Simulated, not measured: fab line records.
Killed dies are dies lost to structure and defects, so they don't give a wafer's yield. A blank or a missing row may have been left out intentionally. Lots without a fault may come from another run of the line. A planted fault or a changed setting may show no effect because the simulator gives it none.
Matching of chambers -- flow sfq_line -- 4 sister chambers for SFQ_TRILAYER_I6_CMP_CMP_166 on cmp-02
The step polishes SiO2. 4 wafers are shown with their chamber, then 7 later ones without.

## WAFERS, EACH WITH ITS CHAMBER
wafer,chamber,motor_current_A (A)
L897.6,3,8.8
L904.3,1,11.6
L909.3,0,9.8
L909.1,2,8.8

## WAFERS MISSING THEIR CHAMBER
wafer,motor_current_A (A)
L909.6,10.9
L910.1,9.1
L910.4,11.5
L910.3,10.2
L911.1,9.4
L911.3,9.2
L911.4,10.7

## WHICH CHAMBER EACH ONE RAN IN
wafer,from the rows above,in truth
L909.6,can't be placed: 1 or 0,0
L910.1,can't be placed: 2 or 3 or 0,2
L910.4,1,1
L910.3,can't be placed: 0 or 2 or 3 or 1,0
L911.1,can't be placed: 0 or 2 or 3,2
L911.3,can't be placed: 2 or 3 or 0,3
L911.4,can't be placed: 0 or 1 or 2 or 3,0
1 of 7 placed correctly. From these rows, 6 cannot be placed; in 6 the true chamber is one of the candidates. Number placed wrongly: 0.
How it was worked out, from the rows above alone: a wafer's distance from a chamber is the root of the sum, over the readings, of the square of ((its reading less the chamber's mean) divided by the reading's scatter). The wafer belongs to the nearest chamber; if the next one is less than 2 further off, it can't be placed. A chamber's mean is the mean of its shown wafers. The scatter: root of mean squared gap, hidden wafer to nearest shown wafer, with one shown wafer a chamber.
